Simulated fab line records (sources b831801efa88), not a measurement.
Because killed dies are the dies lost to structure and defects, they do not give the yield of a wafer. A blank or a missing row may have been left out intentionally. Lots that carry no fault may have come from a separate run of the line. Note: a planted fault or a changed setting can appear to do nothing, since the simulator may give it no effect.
Which of the tools did it? + flow gf180mcu + 6 lots with 18 wafers sampled at 3 steps, on a route of 602 steps

WHAT THE GAUGES READ, wafer by wafer
GF_VT_IMPLANT_OVL_MEAS_29.
| lot  | measured     | on         | VT_IMPLANT_02_OVL (nm) |
|------|--------------|------------|------------------------|
| L428 | day 7 10:05  | overlay-01 | 0.6 -0.2 -0.9          |
| L435 | day 9 07:37  | overlay-01 | - - -                  |
| L437 | day 9 21:49  | overlay-01 | - - -                  |
| L440 | day 10 14:58 | overlay-01 | 0.4 1.3 0.0            |
| L442 | day 11 06:10 | overlay-02 | 1.0 1.8 0.4            |
| L445 | day 12 00:50 | overlay-02 | 1.1 2.1 2.0            |

WHICH TOOL RAN EACH LOT (tool, then ch and the chambers of the sampled wafers, then the start)
| lot  | GF_NWELL_STRIP_10                   | GF_VT_IMPLANT_COAT_24             |
|------|-------------------------------------|-----------------------------------|
| L428 | plasma asher-01 ch 0,1, day 3 19:33 | litho track-02 ch 0, day 7 02:34  |
| L435 | plasma asher-01 ch 0,1, day 5 09:31 | litho track-03, day 8 22:55       |
| L437 | plasma asher-02 ch 0,1, day 5 20:36 | litho track-03, day 9 13:08       |
| L440 | plasma asher-04 ch 0,1, day 6 11:12 | litho track-03 ch 0, day 10 06:01 |
| L442 | plasma asher-04 ch 0,1, day 6 23:31 | litho track-03 ch 0, day 10 20:31 |
| L445 | plasma asher-02 ch 0,1, day 7 13:56 | litho track-02 ch 0, day 11 15:02 |
- GF_NWELL_STRIP_10: strips in O2/N2.
- GF_VT_IMPLANT_COAT_24: resist thk 986 nm.

THE ANSWER, worked out from the rows above alone
Rule: the usual values come from the lots themselves. Put in order of their means at a reading, lots are off if they are a third of the lots or fewer, leave a main group of 4 or more, and stand apart from it by a gap of 3 or more times the standard deviation of the main group's means; of several such gaps the widest counts. If all means in a main group match to the digits the tables above print for the reading, that group is not used. Also off: a lot with no number at a reading for which 4 or more lots have one. Where the step has rows for the other lots, those lots are counted as sound.
Off: at GF_VT_IMPLANT_OVL_MEAS_29 (VT_IMPLANT_02_OVL), L435, L437. Without a number there: L435, L437. Main group: mean 0.8 nm, sd 0.69.
A tool fits if, at a process step before that reading, it ran every lot that is off, and no sound lot after the first of them. Those tools and the gauges at GF_VT_IMPLANT_OVL_MEAS_29 are tried in the same way. Not one of the candidates tried fits.

WHAT HAD BEEN PUT IN BY THE SIMULATOR
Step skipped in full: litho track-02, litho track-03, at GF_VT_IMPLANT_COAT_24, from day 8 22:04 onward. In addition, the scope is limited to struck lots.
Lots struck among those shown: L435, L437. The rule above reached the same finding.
